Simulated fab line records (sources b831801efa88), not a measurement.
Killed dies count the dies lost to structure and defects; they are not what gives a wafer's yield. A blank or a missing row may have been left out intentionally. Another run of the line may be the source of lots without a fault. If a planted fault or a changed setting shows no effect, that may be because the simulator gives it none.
A lot that was struck, set against a sound lot / flow sky130 / 24 steps out of a route of 708
Sound: the wafers L885.3, L885.4, L885.6. Wafers L893.1, L893.2, L893.4 were the ones struck. Last of all comes the cause.
Each step with rows lists, per side, the tool, then ch with its chambers, then its first start. Under that, the readings that differ: sound wafers / struck wafers / difference of the means / sigmas: that difference in standard deviations of wafers without a fault.
alike: same words and numbers on both sides, and readings whose means sit less than 2 such deviations apart. not compared: any withheld reading, any reading some wafer has no value for, any bound like >300 that may hide the same value, and any number with overlapping values for which the record gives no deviation.
Wherever a step has rows on one side only, a row that says differs or no value, or a row with sigmas, the two part there. Numbers that don't overlap but have no deviation are shown without sigmas and don't part them. A reading that every wafer of one side lacks parts them only if that side has two wafers or more.

SKY_VIA1_THK_MEAS_23: measures by xrf.
  sound: film-metro-03 at day 36 13:37; struck: film-metro-04 at day 38 23:01
  alike: VIA1_W_THK
SKY_VIA1_CMP_24: polishes, stops on SiO2, t overpolish 15 s, target thk 0 nm.
  sound on cmp-02 ch 0,2,3, day 36 13:49; struck on cmp-01 ch 0,1,3, day 38 23:04
reading=time-to-endpoint-s (s); sound=70 69 74; struck=59 65 56; difference=-11; sigmas=-2
  alike: motor-current-A, overpolish-run-s
then, 1 step without rows for these wafers: SKY_METAL2_SPUTTER_00 (material Ti, target thk 15 nm, time 10 s).
SKY_METAL2_SPUTTER_01: material TiN, target thk 20 nm, time 16.7 s.
  sound: pvd-sputter-04 at day 36 14:09; struck: pvd-sputter-02 at day 38 23:23
  alike: throttle-valve-pct
SKY_METAL2_SPUTTER_02: material AlCu, target thk 250 nm, time 13.3 s.
  sound: pvd-sputter-04 at day 36 14:10; struck: pvd-sputter-02 at day 38 23:25
  alike: throttle-valve-pct
SKY_METAL2_SPUTTER_03: material Ti, target thk 5 nm, time 3.3 s.
  sound: pvd-sputter-04 at day 36 14:12; struck: pvd-sputter-02 at day 38 23:26
  alike: throttle-valve-pct
then, 1 step without rows for these wafers: SKY_METAL2_SPUTTER_04 (material TiN, target thk 70 nm, time 58.3 s).
SKY_METAL2_RS_MEAS_05: measures by four-point-probe.
  sound: film-metro-04 at day 36 14:18; struck: film-metro-03 at day 38 23:31
  alike: METAL2_ALCU_RS
SKY_METAL2_THK_MEAS_06: measures by xrf.
  sound: film-metro-04 at day 36 14:24; struck: film-metro-03 at day 38 23:38
  alike: METAL2_ALCU_THK
then, 3 steps without rows for these wafers: SKY_METAL2_DEHYDRATE_07 (time 60 s); SKY_METAL2_HMDS_08 (prime time 60 s); SKY_METAL2_COAT_09 (resist thk 60 nm).
SKY_METAL2_COAT_10: resist thk 450 nm.
  sound on litho-track-02 ch 0, day 37 03:00; struck on litho-track-02 ch 0, day 39 12:00
reading=spin-speed-rpm (rpm); sound=2999.9 2999.6 2998.1; struck=3103.9 3102.5 3106.3; difference=+105.0; sigmas=+66
reading=model.KrF-thick_of_METAL2_COAT_10.thk-nm (nm); sound=450 449.7 449.7; struck=443.7 444.9 443.4; difference=-5.8; sigmas=
then, 4 steps without rows for these wafers: SKY_METAL2_SOFTBAKE_11 (time 90 s); SKY_METAL2_EXPOSE_12 (exposes mask MM2, target cd 140 nm); SKY_METAL2_PEB_13; SKY_METAL2_DEVELOP_14 (develop time 60 s).
SKY_METAL2_CD_MEAS_15: target cd 140 nm.
  sound: cd-sem-01 at day 37 16:21; struck: cd-sem-01 at day 40 00:54
  alike: cd-nm
SKY_METAL2_OVL_MEAS_16:
  sound: overlay-01 at day 37 16:26; struck: overlay-02 at day 40 01:01
  alike: METAL2_OVL
then, 1 step without rows for these wafers: SKY_METAL2_DESCUM_17 (chemistry O2, time 8 s).
SKY_METAL2_ETCH_18: etches BARC in N2/H2, stops on SiO2, time 45.9 s, target depth 60 nm.
  sound on rie-metal-02 ch 0,1, day 37 16:31; struck on rie-metal-03 ch 0,1, day 40 01:05
  alike: drypump-motor-current-A, oes-product-au, rf-fwd-power-W, throttle-valve-pct
  not compared: rf-hours-counter-h
SKY_METAL2_METAL_ETCH_19: etches the open film in Cl2/BCl3, stops on SiO2, target depth 360 nm, time 78 s.
  sound on rie-metal-02 ch 0,1, day 37 16:35; struck on rie-metal-03 ch 0,1, day 40 01:09
reading=model.KrF-thick_of_METAL2_COAT_10.thk-nm (nm); sound=160.8 157.6 159.7; struck=148.9 150.4 148.4; difference=-10.1; sigmas=
  alike: drypump-motor-current-A, oes-product-au, rf-fwd-power-W, throttle-valve-pct
  not compared: rf-hours-counter-h
then, 1 step without rows for these wafers: SKY_METAL2_STRIP_20 (strips in O2/N2).
-- the record jumps here: 10 days lie between the struck wafers' starts before and after (it left off in module METAL2 and takes up again in module PAD_OPEN, whose first step shown is number 708 of the route) --
SKY_PAD_OPEN_PROBE_99:
  sound: prober-01 at day 47 19:07; struck: prober-02 at day 49 16:53
reading=killed-at-contacts; sound=20 44 36; struck=22 18 22; difference=-13; sigmas=-2
  alike: defect-limited-yield, killed_at_M0_to_M3, killed_at_M4_up, killed-at-front-end, killed-at-other, killed-dies, killed-open, killed-short, sort_bin_3_pad_short, sort_bin_5_function, sort_bin_6_memory, sort-n-pass, sort-yield-pct

## WHERE THEY PART
First at SKY_VIA1_CMP_24; last, within this record, at SKY_PAD_OPEN_PROBE_99.

WHY: what the simulator had put in
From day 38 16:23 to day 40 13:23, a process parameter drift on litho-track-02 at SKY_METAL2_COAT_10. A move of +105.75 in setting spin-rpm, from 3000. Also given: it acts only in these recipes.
